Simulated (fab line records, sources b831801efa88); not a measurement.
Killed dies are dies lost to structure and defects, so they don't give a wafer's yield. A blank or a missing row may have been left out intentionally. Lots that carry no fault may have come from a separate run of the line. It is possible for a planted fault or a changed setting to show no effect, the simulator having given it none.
fab line records	flow sky130
record: lots: 14	wafers: 42	last-day: 51
route steps=708 shown VT_ADJUST_HVTR@142 VT_ADJUST_PCH@150 SONOS_TUNNEL@161 GATE_OXIDE@203 PAD_OPEN@708
lots untouched by any fault: they come from a run of this same line in which no faults occurred
start-h: the number of hours between the record's first day and the start of the first shown wafer of the lot	wait-h: hours from the lot's prior step to this one	" as in the row above	L1.1+2: a single row standing in for several wafers	- no value present, or no start provided	* or withheld: withheld	< > ~ a bound
route shown NAME@n: names a module that has steps shown in the file, with the first one's number in the route	usual: mean and standard deviation over wafers with no fault	same: alike in all rows	chamber/n: place in a boat	sites: per-site readings	_std_site: their standard deviation	_edge_site: outer sites' mean less inner sites'	radius-mm: for every site, how far away it sits from the centre of the wafer	mask NAME#n: copy n	behind: tool/chamber where the wafer was last shaped	hold: reason for holding the lot/hours on hold/outcome of the hold	device: names the non-switching transistor (n, p or np)	end of line: the same wafers' tests at the end of the route	a step without rows: its recipe alone	killed: dies lost to structure and defects at the first sort, not the wafer's yield	map: dies across one wafer; x = killed, . = not, _ = none there
set.NAME: the run value of the setting; set.NAME@STEP: its run value at that earlier step	model.NAME: the simulator's own value behind a step, which no gauge read
one table for each step of the route and one row for each wafer, over a sample of lots
services: when a tool's chamber went out of use (start-h, in hours from the record's first day, below 0 if earlier), for how many hours, and the reason
== steps ==
step: SKY_VT_ADJUST_HVTR_TW_MEAS_11
usual: VT_ADJUST_HVTR_TW: 211.1/1.1
lot.wafer	tool	chamber	start-h	wait-h	VT_ADJUST_HVTR_TW
L318.1	film-metro-02	-	197.92	0.1	207.9
L318.5	"	-	"	"	209.2
L318.6	"	-	"	"	209.7
L319.1	film-metro-01	-	204.07	0.1	212.0
L319.2	"	-	"	"	212.4
L319.5	"	-	"	"	211.7
L321.2	film-metro-02	-	219.22	0.1	211.0
L321.4	"	-	"	"	211.0
L321.5	"	-	"	"	210.6
L322.3	film-metro-02	-	226.89	0.1	209.5
L322.4	"	-	"	"	211.5
L322.6	"	-	"	"	210.6
L324.3	film-metro-02	-	244.83	0.1	210.7
L324.5	"	-	"	"	209.2
L324.6	"	-	"	"	209.7
L329.1	film-metro-04	-	278.22	0.1	211.4
L329.3	"	-	"	"	212.7
L329.5	"	-	"	"	212.2
L333.2	film-metro-04	-	312.58	0.1	211.2
L333.3	"	-	"	"	211.6
L333.5	"	-	"	"	212.5
L334.3	film-metro-02	-	322.39	0.1	210.5
L334.4	"	-	"	"	211.4
L334.6	"	-	"	"	211.7
L336.2	film-metro-02	-	346.13	0.1	210.5
L336.3	"	-	"	"	209.8
L336.6	"	-	"	"	210.0
L335.1	film-metro-02	-	347.37	0.1	211.8
L335.3	"	-	"	"	211.4
L335.4	"	-	"	"	210.8
L337.1	film-metro-04	-	350.36	0.1	211.0
L337.2	"	-	"	"	211.5
L337.3	"	-	"	"	211.7
L338.2	film-metro-01	-	357.48	0.1	211.7
L338.4	"	-	"	"	212.3
L338.6	"	-	"	"	210.5
L340.2	film-metro-02	-	368.32	0.1	211.3
L340.3	"	-	"	"	211.1
L340.5	"	-	"	"	209.6
L341.2	film-metro-01	-	378.33	0.1	211.8
L341.5	"	-	"	"	211.7
L341.6	"	-	"	"	212.5
step: SKY_VT_ADJUST_PCH_OVL_MEAS_07
usual: VT_ADJUST_PCH_OVL: 0.1/1.4
lot.wafer	tool	chamber	start-h	wait-h	VT_ADJUST_PCH_OVL[nm]
L318.1	overlay-01	-	219.60	-	-1.1
L318.5	"	-	"	"	0.9
L318.6	"	-	"	"	0.3
L319.1	overlay-02	-	225.36	-	-0.8
L319.2	"	-	"	"	-1.7
L319.5	"	-	"	"	0.4
L321.2	overlay-02	-	242.16	-	-0.3
L321.4	"	-	"	"	-0.8
L321.5	"	-	"	"	-1.4
L322.3	overlay-02	-	248.88	-	-2.1
L322.4	"	-	"	"	-1.0
L322.6	"	-	"	"	-1.5
L324.3	overlay-02	-	267.62	-	-0.3
L324.5	"	-	"	"	-0.6
L324.6	"	-	"	"	-0.4
L329.1	overlay-01	-	302.81	-	2.4
L329.3	"	-	"	"	-0.8
L329.5	"	-	"	"	2.1
L333.2	overlay-02	-	338.81	-	-1.6
L333.3	"	-	"	"	0.3
L333.5	"	-	"	"	-1.0
L334.3	overlay-01	-	349.27	-	3.0
L334.4	"	-	"	"	3.7
L334.6	"	-	"	"	3.2
L336.2	overlay-01	-	373.76	-	1.7
L336.3	"	-	"	"	0.0
L336.6	"	-	"	"	2.2
L335.1	overlay-02	-	375.20	-	-2.2
L335.3	"	-	"	"	1.5
L335.4	"	-	"	"	-0.1
L337.1	overlay-01	-	378.85	-	1.2
L337.2	"	-	"	"	-0.6
L337.3	"	-	"	"	0.2
L338.2	overlay-02	-	385.66	-	-0.3
L338.4	"	-	"	"	0.8
L338.6	"	-	"	"	0.1
L340.2	overlay-01	-	397.46	-	0.7
L340.3	"	-	"	"	1.0
L340.5	"	-	"	"	-0.3
L341.2	overlay-01	-	408.31	-	-1.6
L341.5	"	-	"	"	-0.9
L341.6	"	-	"	"	-0.4
step: SKY_SONOS_TUNNEL_CD_MEAS_07
recipe: target-cd-nm: 410
usual: cd-nm: 409.1/2.3
lot.wafer	tool	chamber	start-h	wait-h	cd-nm
L318.1	cd-sem-01	-	242.20	0.1	410.0
L318.5	"	-	"	"	409.5
L318.6	"	-	"	"	409.2
L319.1	cd-sem-02	-	248.25	0.1	407.8
L319.2	"	-	"	"	408.6
L319.5	"	-	"	"	409.8
L321.2	cd-sem-02	-	265.22	0.1	410.1
L321.4	"	-	"	"	406.6
L321.5	"	-	"	"	408.6
L322.3	cd-sem-01	-	272.54	0.1	408.6
L322.4	"	-	"	"	409.0
L322.6	"	-	"	"	408.7
L324.3	cd-sem-01	-	293.00	0.1	409.7
L324.5	"	-	"	"	410.6
L324.6	"	-	"	"	411.3
L329.1	cd-sem-01	-	329.20	0.1	411.6
L329.3	"	-	"	"	410.1
L329.5	"	-	"	"	411.9
L333.2	cd-sem-02	-	366.67	0.1	406.7
L333.3	"	-	"	"	405.9
L333.5	"	-	"	"	407.2
L334.3	cd-sem-01	-	377.74	0.1	413.1
L334.4	"	-	"	"	412.2
L334.6	"	-	"	"	414.3
L336.2	cd-sem-02	-	403.58	0.1	410.9
L336.3	"	-	"	"	411.0
L336.6	"	-	"	"	412.4
L335.1	cd-sem-01	-	405.16	0.1	410.7
L335.3	"	-	"	"	410.9
L335.4	"	-	"	"	410.7
L337.1	cd-sem-02	-	408.71	0.1	407.0
L337.2	"	-	"	"	410.0
L337.3	"	-	"	"	407.8
L338.2	cd-sem-01	-	415.67	0.1	405.4
L338.4	"	-	"	"	406.4
L338.6	"	-	"	"	406.0
L340.2	cd-sem-01	-	427.62	0.1	406.1
L340.3	"	-	"	"	406.4
L340.5	"	-	"	"	405.2
L341.2	cd-sem-02	-	440.77	0.1	410.4
L341.5	"	-	"	"	412.1
L341.6	"	-	"	"	409.9
step: SKY_GATE_OXIDE_OXIDATION_16
recipe: temp-c: 800	ambient: O2	idle-temp-c: 700	ramp-up-c-per-min: 10	ramp-down-c-per-min: 3	stabilise-s: 600	purge-s: 300	target-thk-a: 35.7	ox-time-s: 1915
usual: spike-tc-lower-C: 799.8/1.1
lot.wafer	tool	chamber	start-h	wait-h	spike-tc-lower-C
L318.1	furnace-02	0	302.59	1.9	799.9
L318.5	"	0	"	"	801.0
L318.6	"	0	"	"	800.9
L319.1	furnace-02	0	307.21	1.5	800.5
L319.2	"	0	"	"	799.3
L319.5	"	0	"	"	799.5
L321.2	furnace-01	0	328.01	0.9	798.8
L321.4	"	0	"	"	800.3
L321.5	"	0	"	"	800.7
L329.1	furnace-02	0	393.46	0.0	798.3
L329.3	"	0	"	"	801.9
L329.5	"	0	"	"	802.7
L333.2	furnace-02	0	439.77	0.0	801.0
L333.3	"	0	"	"	799.3
L333.5	"	0	"	"	799.7
L334.3	furnace-01	0	447.41	0.0	799.0
L334.4	"	0	"	"	799.5
L334.6	"	0	"	"	799.2
L322.3	furnace-02	0	452.79	120.6	800.5
L322.4	"	0	"	"	800.8
L322.6	"	0	"	"	799.8
L324.3	furnace-01	0	473.03	121.1	798.6
L324.5	"	0	"	"	798.8
L324.6	"	0	"	"	798.0
L336.2	furnace-02	0	475.03	0.0	799.6
L336.3	"	0	"	"	801.6
L336.6	"	0	"	"	800.3
L335.1	furnace-01	0	475.82	0.0	799.6
L335.3	"	0	"	"	798.6
L335.4	"	0	"	"	798.2
L337.1	furnace-01	0	479.14	0.0	798.6
L337.2	"	0	"	"	799.2
L337.3	"	0	"	"	799.3
L338.2	furnace-01	0	488.96	0.0	800.0
L338.4	"	0	"	"	799.2
L338.6	"	0	"	"	800.1
L340.2	furnace-02	0	497.31	0.1	800.5
L340.3	"	0	"	"	800.5
L340.5	"	0	"	"	799.7
L341.2	furnace-02	0	510.91	0.0	799.9
L341.5	"	0	"	"	801.4
L341.6	"	0	"	"	800.5
step: SKY_PAD_OPEN_PROBE_99
usual: killed_at_M0_to_M3: 42/6.3	killed_at_M4_up: 3.2/1.9	killed-at-contacts: 24/5.8	killed-at-front-end: 15/4.3	killed-at-other: 0.2/0.62	killed-dies: 85/9.3	killed-on-rim: 16/3.3	killed-open: 46/6.8	killed-short: 38/6.1
same: gross-dies: 492	killed-at-back-side: 0
lot.wafer	tool	chamber	start-h	wait-h	killed_at_M0_to_M3	killed_at_M4_up	killed-at-contacts	killed-at-front-end	killed-at-other	killed-dies	killed-on-rim	killed-open	killed-short
L318.1	prober-02	-	1064.27	0.1	37	9	42	13	0	101	17	43	58
L318.5	prober-02	-	1064.47	0.2	48	1	20	13	0	82	15	53	29
L318.6	prober-02	-	1064.52	0.2	33	2	21	20	0	76	11	33	43
L319.1	prober-01	-	1070.92	0.1	53	4	25	11	0	93	18	51	42
L319.2	prober-01	-	1070.97	0.1	48	5	30	6	0	89	14	45	44
L319.5	prober-01	-	1071.12	0.2	49	2	17	24	0	92	23	45	46
L321.2	prober-01	-	1083.10	0.1	47	1	16	25	0	89	18	52	37
L321.4	prober-01	-	1083.20	0.2	41	2	20	18	0	81	17	46	35
L321.5	prober-01	-	1083.25	0.2	40	5	21	25	0	91	22	52	39
L329.1	prober-01	-	1127.94	0.1	35	4	30	16	0	85	18	47	36
L329.3	prober-01	-	1128.04	0.2	49	2	26	14	1	92	18	50	41
L329.5	prober-01	-	1128.14	0.2	26	2	28	14	0	70	14	40	30
L333.2	prober-01	-	1177.44	0.1	49	0	24	14	0	87	17	42	43
L333.3	prober-01	-	1177.49	0.2	49	2	22	26	0	99	19	55	44
L333.5	prober-01	-	1177.59	0.2	51	0	28	18	0	97	28	56	40
L334.3	prober-02	-	1178.80	0.2	39	4	19	13	0	75	14	37	37
L334.4	prober-02	-	1178.85	0.2	38	4	25	9	0	76	17	41	35
L334.6	prober-02	-	1178.95	0.2	50	3	26	14	0	93	21	52	40
L336.2	prober-01	-	1179.74	0.1	50	5	19	14	0	88	20	47	41
L336.3	prober-01	-	1179.79	0.2	40	6	29	16	0	91	12	45	45
L336.6	prober-01	-	1179.94	0.2	43	2	16	16	0	77	22	36	40
L337.1	prober-02	-	1182.22	0.1	41	3	23	12	0	79	11	39	40
L337.2	prober-02	-	1182.27	0.1	39	4	19	21	0	83	19	45	38
L337.3	prober-02	-	1182.32	0.2	39	7	27	20	1	94	20	48	46
L335.1	prober-01	-	1184.41	0.1	39	2	23	12	0	76	15	46	30
L335.3	prober-01	-	1184.51	0.2	50	3	28	8	0	89	11	49	40
L335.4	prober-01	-	1184.56	0.2	40	5	33	13	0	91	22	55	35
L338.2	prober-02	-	1185.13	0.1	35	4	27	13	4	83	13	48	31
L338.4	prober-02	-	1185.23	0.2	41	3	22	10	1	77	12	47	29
L338.6	prober-02	-	1185.33	0.2	38	3	23	11	0	75	14	42	33
L340.2	prober-02	-	1189.79	0.1	35	2	30	14	0	81	15	34	47
L340.3	prober-02	-	1189.84	0.2	42	2	28	8	0	80	12	46	34
L340.5	prober-02	-	1189.94	0.2	36	2	30	9	0	77	16	43	34
L341.2	prober-01	-	1193.57	0.1	42	7	27	18	1	95	17	51	39
L341.5	prober-01	-	1193.72	0.2	52	2	27	9	0	90	18	57	30
L341.6	prober-01	-	1193.77	0.2	32	8	28	13	0	81	17	41	39
L322.3	prober-02	-	1212.92	0.2	36	3	18	18	1	76	15	37	38
L322.4	prober-02	-	1212.97	0.2	30	1	20	15	1	67	15	32	33
L322.6	prober-02	-	1213.07	0.2	43	2	23	16	1	85	18	52	31
L324.3	prober-02	-	1221.24	0.2	33	3	16	9	2	63	14	35	27
L324.5	prober-02	-	1221.34	0.2	45	3	15	15	0	78	19	35	42
L324.6	prober-02	-	1221.39	0.2	39	1	20	8	1	69	13	37	32
killed by level:class
L318.1 LOCAL_INTERCONNECT:geometric-particle:short=12 CONTACT:geometric-particle:open=12 LI_CONTACT:geometric-particle:open=8 METAL4:geometric-particle:short=8 FIELD_ISO:geometric-particle:short=6 VIA1:geometric-particle:open=6 METAL1:geometric-particle:short=6 CONTACT:geometric-particle:short=6
L318.5 VIA1:geometric-particle:open=18 LI_CONTACT:geometric-particle:open=8 CONTACT:geometric-particle:open=8 VIA1:geometric-particle:short=7 VIA3:geometric-particle:open=5 POLY_GATE:geometric-particle:open=4 METAL1:geometric-particle:short=4 VIA2:geometric-particle:short=4
L318.6 FIELD_ISO:geometric-particle:short=8 VIA1:geometric-particle:open=8 LOCAL_INTERCONNECT:geometric-particle:short=7 LI_CONTACT:geometric-particle:open=6 FIELD_ISO:geometric-particle:open=5 METAL2:geometric-particle:short=5 VIA2:geometric-particle:short=5 POLY_GATE:geometric-particle:short=4
L319.1 METAL2:geometric-particle:short=11 VIA2:geometric-particle:open=11 LI_CONTACT:geometric-particle:open=8 CONTACT:geometric-particle:open=7 VIA3:geometric-particle:open=6 CONTACT:geometric-particle:short=5 VIA1:geometric-particle:open=5 POLY_GATE:geometric-particle:open=4
L319.2 VIA1:geometric-particle:open=12 METAL2:geometric-particle:short=8 VIA3:geometric-particle:open=8 CONTACT:geometric-particle:short=7 CONTACT:geometric-particle:open=7 LI_CONTACT:geometric-particle:open=6 VIA1:geometric-particle:short=6 VIA2:geometric-particle:open=6
L319.5 VIA1:geometric-particle:open=11 FIELD_ISO:geometric-particle:short=9 VIA2:geometric-particle:open=7 METAL2:geometric-particle:short=6 VIA3:geometric-particle:open=6 POLY_GATE:geometric-particle:open=5 CONTACT:geometric-particle:short=5 CONTACT:geometric-particle:open=5
L321.2 VIA3:geometric-particle:open=8 VIA1:geometric-particle:open=7 VIA2:geometric-particle:open=7 CONTACT:geometric-particle:open=6 VIA1:geometric-particle:short=6 METAL2:geometric-particle:short=6 POLY_GATE:geometric-particle:short=5 FIELD_ISO:geometric-particle:short=4
L321.4 LI_CONTACT:geometric-particle:open=9 VIA3:geometric-particle:open=8 VIA1:geometric-particle:open=7 POLY_GATE:geometric-particle:open=5 VIA2:geometric-particle:short=5 VIA2:geometric-particle:open=5 POLY_GATE:geometric-particle:short=4 METAL1:geometric-particle:short=4
L321.5 VIA2:geometric-particle:open=9 CONTACT:geometric-particle:open=8 VIA1:geometric-particle:open=8 FIELD_ISO:geometric-particle:short=6 POLY_GATE:geometric-particle:open=6 VIA1:geometric-particle:short=5 SPACER:geometric-particle:open=4 METAL2:geometric-particle:short=4
L329.1 VIA1:geometric-particle:open=11 CONTACT:geometric-particle:open=10 LI_CONTACT:geometric-particle:open=8 LI_CONTACT:geometric-particle:short=6 METAL1:geometric-particle:short=5 VIA3:geometric-particle:open=5 FIELD_ISO:geometric-particle:open=4 FIELD_ISO:geometric-particle:short=4
L329.3 CONTACT:geometric-particle:open=11 VIA1:geometric-particle:open=11 LI_CONTACT:geometric-particle:open=9 METAL2:geometric-particle:short=8 METAL1:geometric-particle:short=7 FIELD_ISO:geometric-particle:short=6 CONTACT:geometric-particle:short=6 VIA2:geometric-particle:open=5
L329.5 CONTACT:geometric-particle:open=15 FIELD_ISO:geometric-particle:short=8 LI_CONTACT:geometric-particle:open=5 FIELD_ISO:geometric-particle:open=4 LI_CONTACT:geometric-particle:short=4 VIA2:geometric-particle:open=4 METAL2:geometric-particle:short=4 VIA3:geometric-particle:open=4
L333.2 METAL1:geometric-particle:short=9 VIA1:geometric-particle:open=8 VIA3:geometric-particle:open=8 VIA1:geometric-particle:short=6 LOCAL_INTERCONNECT:geometric-particle:short=6 CONTACT:geometric-particle:open=6 VIA2:geometric-particle:open=6 POLY_GATE:geometric-particle:short=4
L333.3 VIA1:geometric-particle:open=11 FIELD_ISO:geometric-particle:open=8 VIA3:geometric-particle:open=7 CONTACT:geometric-particle:open=7 LI_CONTACT:geometric-particle:open=6 METAL2:geometric-particle:short=6 VIA2:geometric-particle:open=6 CONTACT:geometric-particle:short=5
L333.5 VIA1:geometric-particle:short=14 CONTACT:geometric-particle:open=12 VIA1:geometric-particle:open=11 LI_CONTACT:geometric-particle:open=8 VIA2:geometric-particle:open=8 FIELD_ISO:geometric-particle:open=4 POLY_GATE:geometric-particle:open=4 POLY_GATE:geometric-particle:short=3
L334.3 CONTACT:geometric-particle:open=8 VIA2:geometric-particle:open=7 METAL1:geometric-particle:short=6 METAL2:geometric-particle:short=6 VIA1:geometric-particle:open=6 FIELD_ISO:geometric-particle:short=5 CONTACT:geometric-particle:short=4 VIA3:geometric-particle:open=4
L334.4 LI_CONTACT:geometric-particle:open=8 CONTACT:geometric-particle:open=7 CONTACT:geometric-particle:short=6 VIA1:geometric-particle:open=6 VIA2:geometric-particle:open=6 METAL1:geometric-particle:short=5 VIA3:geometric-particle:open=5 VIA3:geometric-particle:short=4
L334.6 VIA1:geometric-particle:open=14 CONTACT:geometric-particle:open=10 LOCAL_INTERCONNECT:geometric-particle:short=8 VIA2:geometric-particle:open=8 METAL2:geometric-particle:short=7 METAL1:geometric-particle:short=6 VIA1:geometric-particle:short=5 CONTACT:geometric-particle:short=4
L336.2 VIA1:geometric-particle:open=13 VIA2:geometric-particle:open=7 METAL3:geometric-particle:short=7 POLY_GATE:geometric-particle:short=6 VIA3:geometric-particle:open=6 CONTACT:geometric-particle:open=6 CONTACT:geometric-particle:short=5 METAL2:geometric-particle:short=5
L336.3 CONTACT:geometric-particle:open=16 VIA1:geometric-particle:open=9 METAL2:geometric-particle:short=6 METAL4:geometric-particle:short=6 VIA2:geometric-particle:short=6 FIELD_ISO:geometric-particle:short=5 VIA2:geometric-particle:open=5 LOCAL_INTERCONNECT:geometric-particle:short=4
L336.6 VIA2:geometric-particle:open=8 METAL2:geometric-particle:short=7 METAL1:geometric-particle:short=6 FIELD_ISO:geometric-particle:short=5 LI_CONTACT:geometric-particle:open=5 VIA3:geometric-particle:open=5 VIA1:geometric-particle:open=5 CONTACT:geometric-particle:open=4
L337.1 CONTACT:geometric-particle:open=10 METAL2:geometric-particle:short=7 METAL1:geometric-particle:short=7 VIA1:geometric-particle:short=6 VIA2:geometric-particle:open=6 VIA3:geometric-particle:open=5 POLY_GATE:geometric-particle:short=4 LI_CONTACT:geometric-particle:short=4
L337.2 METAL1:geometric-particle:short=12 VIA1:geometric-particle:open=10 POLY_GATE:geometric-particle:short=7 LI_CONTACT:geometric-particle:open=7 CONTACT:geometric-particle:open=7 VIA3:geometric-particle:open=7 POLY_GATE:geometric-particle:open=5 LOCAL_INTERCONNECT:geometric-particle:short=4
L337.3 METAL1:geometric-particle:short=8 LI_CONTACT:geometric-particle:open=7 VIA2:geometric-particle:open=7 VIA1:geometric-particle:open=7 POLY_GATE:geometric-particle:open=6 LI_CONTACT:geometric-particle:short=6 FIELD_ISO:geometric-particle:short=5 CONTACT:geometric-particle:short=5
L335.1 VIA1:geometric-particle:open=14 LI_CONTACT:geometric-particle:open=10 VIA3:geometric-particle:open=6 FIELD_ISO:geometric-particle:short=5 LI_CONTACT:geometric-particle:short=5 CONTACT:geometric-particle:open=5 METAL2:geometric-particle:short=5 METAL1:geometric-particle:open=4
L335.3 LI_CONTACT:geometric-particle:open=11 VIA1:geometric-particle:open=9 METAL2:geometric-particle:short=7 VIA3:geometric-particle:open=7 CONTACT:geometric-particle:short=5 VIA2:geometric-particle:open=5 VIA3:geometric-particle:short=5 CONTACT:geometric-particle:open=4
L335.4 VIA1:geometric-particle:open=13 CONTACT:geometric-particle:open=10 LI_CONTACT:geometric-particle:open=8 VIA3:geometric-particle:open=8 METAL2:geometric-particle:short=6 FIELD_ISO:geometric-particle:open=5 CONTACT:geometric-particle:short=5 POLY_GATE:geometric-particle:open=4
L338.2 CONTACT:geometric-particle:open=17 VIA1:geometric-particle:open=6 FIELD_ISO:geometric-particle:short=5 FIELD_ISO:geometric-particle:open=4 METAL1:geometric-particle:short=4 VIA2:geometric-particle:open=4 VIA3:geometric-particle:open=4 PAD_OPEN:coat-microbubble-printed=4
L338.4 VIA1:geometric-particle:open=15 CONTACT:geometric-particle:open=10 VIA3:geometric-particle:open=6 CONTACT:geometric-particle:short=5 METAL1:geometric-particle:short=5 METAL2:geometric-particle:short=4 VIA2:geometric-particle:open=4 POLY_GATE:geometric-particle:open=3
L338.6 VIA1:geometric-particle:open=14 CONTACT:geometric-particle:open=7 CONTACT:geometric-particle:short=5 VIA2:geometric-particle:open=5 LI_CONTACT:geometric-particle:open=4 SPACER:geometric-particle:open=3 LOCAL_INTERCONNECT:geometric-particle:short=3 METAL1:geometric-particle:short=3
L340.2 LI_CONTACT:geometric-particle:open=7 METAL2:geometric-particle:short=7 LOCAL_INTERCONNECT:geometric-particle:short=7 CONTACT:geometric-particle:open=7 METAL3:geometric-particle:short=6 VIA3:geometric-particle:open=6 CONTACT:geometric-particle:short=5 FIELD_ISO:geometric-particle:short=4
L340.3 LI_CONTACT:geometric-particle:open=10 CONTACT:geometric-particle:open=8 VIA2:geometric-particle:open=6 FIELD_ISO:geometric-particle:open=5 VIA1:geometric-particle:short=5 METAL1:geometric-particle:short=5 METAL2:geometric-particle:short=4 VIA2:geometric-particle:short=4
L340.5 LI_CONTACT:geometric-particle:open=11 VIA1:geometric-particle:open=10 CONTACT:geometric-particle:short=9 METAL1:geometric-particle:short=6 METAL2:geometric-particle:short=5 FIELD_ISO:geometric-particle:short=4 CONTACT:geometric-particle:open=4 POLY_GATE:geometric-particle:open=3
L341.2 CONTACT:geometric-particle:open=12 FIELD_ISO:geometric-particle:short=7 VIA1:geometric-particle:open=7 LI_CONTACT:geometric-particle:open=7 METAL1:geometric-particle:short=7 METAL2:geometric-particle:short=6 VIA2:geometric-particle:open=5 LOCAL_INTERCONNECT:geometric-particle:short=5
L341.5 VIA1:geometric-particle:open=16 CONTACT:geometric-particle:open=8 LI_CONTACT:geometric-particle:open=7 VIA2:geometric-particle:open=7 VIA3:geometric-particle:open=6 LOCAL_INTERCONNECT:geometric-particle:short=5 METAL2:geometric-particle:short=5 VIA3:geometric-particle:short=4
L341.6 CONTACT:geometric-particle:open=10 VIA2:geometric-particle:open=9 CONTACT:geometric-particle:short=7 LOCAL_INTERCONNECT:geometric-particle:short=6 VIA1:geometric-particle:open=6 METAL4:geometric-particle:short=6 FIELD_ISO:geometric-particle:short=5 LI_CONTACT:geometric-particle:open=5
L322.3 VIA1:geometric-particle:open=9 POLY_GATE:geometric-particle:short=6 LI_CONTACT:geometric-particle:open=6 METAL1:geometric-particle:short=6 CONTACT:geometric-particle:open=5 METAL2:geometric-particle:short=5 FIELD_ISO:geometric-particle:open=4 POLY_GATE:geometric-particle:open=4
L322.4 VIA1:geometric-particle:open=10 LI_CONTACT:geometric-particle:open=6 POLY_GATE:geometric-particle:short=4 POLY_GATE:geometric-particle:open=4 LI_CONTACT:geometric-particle:short=4 CONTACT:geometric-particle:open=4 METAL1:geometric-particle:short=4 METAL2:geometric-particle:short=4
L322.6 CONTACT:geometric-particle:open=11 VIA1:geometric-particle:open=11 VIA3:geometric-particle:open=8 METAL1:geometric-particle:short=7 FIELD_ISO:geometric-particle:open=5 LI_CONTACT:geometric-particle:open=5 CONTACT:geometric-particle:short=5 FIELD_ISO:geometric-particle:short=4
L324.3 VIA1:geometric-particle:open=8 LI_CONTACT:geometric-particle:open=7 VIA3:geometric-particle:open=7 CONTACT:geometric-particle:open=6 METAL2:geometric-particle:short=6 VIA1:geometric-particle:short=5 FIELD_ISO:geometric-particle:short=4 FIELD_ISO:geometric-particle:open=3
L324.5 VIA1:geometric-particle:open=10 METAL2:geometric-particle:short=7 VIA1:geometric-particle:short=6 LOCAL_INTERCONNECT:geometric-particle:short=5 CONTACT:geometric-particle:open=5 VIA2:geometric-particle:open=5 POLY_GATE:geometric-particle:open=4 METAL1:geometric-particle:short=4
L324.6 VIA2:geometric-particle:open=7 CONTACT:geometric-particle:open=6 VIA1:geometric-particle:open=6 METAL2:geometric-particle:short=6 METAL3:geometric-particle:short=5 METAL1:geometric-particle:short=5 LI_CONTACT:geometric-particle:open=4 LOCAL_INTERCONNECT:geometric-particle:short=4
== services ==
tool	chamber	start-h	hours	kind
furnace-02	-	318.17	3.2	pm
furnace-01	-	408.42	3.8	pm
furnace-02	-	432.81	5.1	pm
== key ==
first-sign: step: SKY_GATE_OXIDE_OXIDATION_16	reading: wait-h	direction: changed
effect none on later readings
met-at SKY_GATE_OXIDE_OXIDATION_16
struck-lots L322,L324
struck-wafers L322.3,L322.4,L322.6,L324.3,L324.5,L324.6
tester-left-out L322,L324
not-acting-at SKY_VT_ADJUST_HVTR_TW_MEAS_11,SKY_VT_ADJUST_PCH_OVL_MEAS_07,SKY_SONOS_TUNNEL_CD_MEAS_07
fault: kind: queue-time-violation	tool: furnace-01,furnace-02	chamber: 0	onset-h: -	steps: SKY_GATE_OXIDE_OXIDATION_16	delay-hr: 120	scope: struck-lots-only
tester-left-out: of these lots the tester's yield and bins aren't shown, on N5 and GAA mostly nor the transistor test; their killed dies are dies lost to structure and defects alone, not to doping, threshold or leakage, so they don't give the yield
